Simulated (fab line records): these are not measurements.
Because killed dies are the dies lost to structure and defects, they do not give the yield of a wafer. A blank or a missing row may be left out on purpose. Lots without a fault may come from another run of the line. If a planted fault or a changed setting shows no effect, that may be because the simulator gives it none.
Tool commonality check	flow sky130	Lots sampled 10, wafers sampled 30

WHY THIS WAS OPENED
At SKY_LOCAL_INTERCONNECT_RS_MEAS_01 the reading LOCAL_INTERCONNECT_TIN_RS is flagged on 2 of 10 lots. No-fault wafers: 14.19 ohm/sq, standard deviation 0.14.
Rule: flag the lot when none of its wafers has a number, or when each of its wafers that has one lies beyond 4 standard deviations from that mean. The other lots count as sound.

lot	measured	on	LOCAL_INTERCONNECT_TIN_RS (ohm/sq), wafer by wafer	flag
L646	day 29 14:51	film_metro-01	14.07 14.11 14.35	
L647	day 30 01:38	film_metro-04	14.16 14.09 14.09	
L650	day 30 13:05	film_metro-04	14.37 14.33 14.31	
L649	day 30 16:59	film_metro-04	14.12 14.01 14.15	
L653	day 31 20:23	film_metro-01	14.04 14.22 14.07	
L658	day 33 11:56	film_metro-01	18.03 17.87 17.84	FLAGGED
L660	day 34 03:23	film_metro-04	18.01 17.81 17.95	FLAGGED
L665	day 35 17:32	film_metro-02	14.13 14.29 14.36	
L666	day 36 02:24	film_metro-01	14.07 14.23 14.22	
L668	day 36 08:40	film_metro-01	14.36 14.18 14.21	
The mean of the flagged lots' numbers is 17.92 ohm/sq, +3.73 ohm/sq from the usual (+27 standard deviations).

LOT BY LOT: THE TOOL USED
4 process steps preceding the reading are held in the record, out of 708 steps in the route. Read each cell as the tool, then ch plus the chambers that the sampled wafers visited, then the start.
lot	flag	SKY_LI_CONTACT_ETCH_15	SKY_LI_CONTACT_STRIP_16	SKY_LI_CONTACT_SPUTTER_20	SKY_LOCAL_INTERCONNECT_SPUTTER_00
L646		rie_diel-03 ch 0,1, day 29 13:38	plasma_asher-03 ch 0,1, day 29 13:45	pvd_sputter-04, day 29 14:05	pvd_sputter-03, day 29 14:45
L647		rie_diel-04 ch 1,2,3, day 30 00:25	plasma_asher-02 ch 0,1, day 30 00:31	pvd_sputter-03, day 30 00:54	pvd_sputter-02, day 30 01:34
L650		rie_diel-02 ch 0,1,3, day 30 11:52	plasma_asher-02 ch 0,1, day 30 11:58	pvd_sputter-02, day 30 12:20	pvd_sputter-01, day 30 13:00
L649		rie_diel-02 ch 2,3, day 30 15:45	plasma_asher-02 ch 0,1, day 30 15:52	pvd_sputter-04, day 30 16:13	pvd_sputter-03, day 30 16:53
L653		rie_diel-03 ch 1,3, day 31 19:11	plasma_asher-01 ch 0,1, day 31 19:16	pvd_sputter-02, day 31 19:38	pvd_sputter-01, day 31 20:18
L658	FLAGGED	rie_diel-04 ch 0,1,3, day 33 10:45	plasma_asher-01 ch 0,1, day 33 10:50	pvd_sputter-04, day 33 11:12	pvd_sputter-01, day 33 11:52
L660	FLAGGED	rie_diel-04 ch 1,2,3, day 34 02:10	plasma_asher-01 ch 0,1, day 34 02:16	pvd_sputter-03, day 34 02:38	pvd_sputter-01, day 34 03:18
L665		rie_diel-03 ch 0,1,3, day 35 16:20	plasma_asher-03 ch 0,1, day 35 16:25	pvd_sputter-04, day 35 16:48	pvd_sputter-02, day 35 17:28
L666		rie_diel-04 ch 0,1,2, day 36 01:12	plasma_asher-01 ch 0,1, day 36 01:17	pvd_sputter-04, day 36 01:40	pvd_sputter-02, day 36 02:20
L668		rie_diel-03 ch 2,3, day 36 07:27	plasma_asher-03 ch 0,1, day 36 07:32	pvd_sputter-04, day 36 07:54	pvd_sputter-02, day 36 08:34
These steps, and what they do:
- SKY_LI_CONTACT_ETCH_15: etches PSG in C4F8/O2/Ar, stops on Si, target depth 600 nm.
- SKY_LI_CONTACT_STRIP_16: strips in O2/N2.
- SKY_LI_CONTACT_SPUTTER_20: material TiN, target thk 20 nm, time 80 s.
- SKY_LOCAL_INTERCONNECT_SPUTTER_00: material TiN, target thk 100 nm, time 83.3 s.
- SKY_LOCAL_INTERCONNECT_RS_MEAS_01: measures by four-point-probe.

FLAGGED AGAINST TOTAL, ONE TOOL AT A TIME (gauges that did the reading follow at the end)
step	tool	lots run	flagged	share of the flagged lots	sound lots run after its first flagged lot
SKY_LI_CONTACT_ETCH_15	rie_diel-02	2	0	none	-
SKY_LI_CONTACT_ETCH_15	rie_diel-03	4	0	none	-
SKY_LI_CONTACT_ETCH_15	rie_diel-04	4	2	all	1 (L666)
SKY_LI_CONTACT_STRIP_16	plasma_asher-01	4	2	all	1 (L666)
SKY_LI_CONTACT_STRIP_16	plasma_asher-02	3	0	none	-
SKY_LI_CONTACT_STRIP_16	plasma_asher-03	3	0	none	-
SKY_LI_CONTACT_SPUTTER_20	pvd_sputter-02	2	0	none	-
SKY_LI_CONTACT_SPUTTER_20	pvd_sputter-03	2	1	some	0
SKY_LI_CONTACT_SPUTTER_20	pvd_sputter-04	6	1	some	3 (L665,L666,L668)
SKY_LOCAL_INTERCONNECT_SPUTTER_00	pvd_sputter-01	4	2	all	0
SKY_LOCAL_INTERCONNECT_SPUTTER_00	pvd_sputter-02	4	0	none	-
SKY_LOCAL_INTERCONNECT_SPUTTER_00	pvd_sputter-03	2	0	none	-
SKY_LOCAL_INTERCONNECT_RS_MEAS_01	film_metro-01	5	1	some	2 (L666,L668)
SKY_LOCAL_INTERCONNECT_RS_MEAS_01	film_metro-02	1	0	none	-
SKY_LOCAL_INTERCONNECT_RS_MEAS_01	film_metro-04	4	1	some	0

WHAT THE TABLE PERMITS
3 rows of the table ran every flagged lot: rie_diel-04 at SKY_LI_CONTACT_ETCH_15, plasma_asher-01 at SKY_LI_CONTACT_STRIP_16, pvd_sputter-01 at SKY_LOCAL_INTERCONNECT_SPUTTER_00.
- rie_diel-04 at SKY_LI_CONTACT_ETCH_15: 2 of its 4 lots flagged. After the first flagged lot (L666), sound lots still ran on it; a lasting fault on the whole tool would not permit that.
- plasma_asher-01 at SKY_LI_CONTACT_STRIP_16: 2 of its 4 lots flagged. After the first flagged lot (L666), sound lots still ran on it; a lasting fault on the whole tool would not permit that.
- pvd_sputter-01 at SKY_LOCAL_INTERCONNECT_SPUTTER_00: 2 of its 4 lots flagged. It ran its last sound lot, L653, at day 31 20:18 and its first flagged lot, L658, at day 33 11:52: a fault with its onset between the two fits.
Just one tool remains: pvd_sputter-01 at SKY_LOCAL_INTERCONNECT_SPUTTER_00.

WHAT THE SIMULATOR HAD PUT IN
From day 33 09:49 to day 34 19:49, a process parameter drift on pvd_sputter-01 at SKY_LOCAL_INTERCONNECT_SPUTTER_00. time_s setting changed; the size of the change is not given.
Struck lots among those shown: L658, L660. Same finding as the rule above.
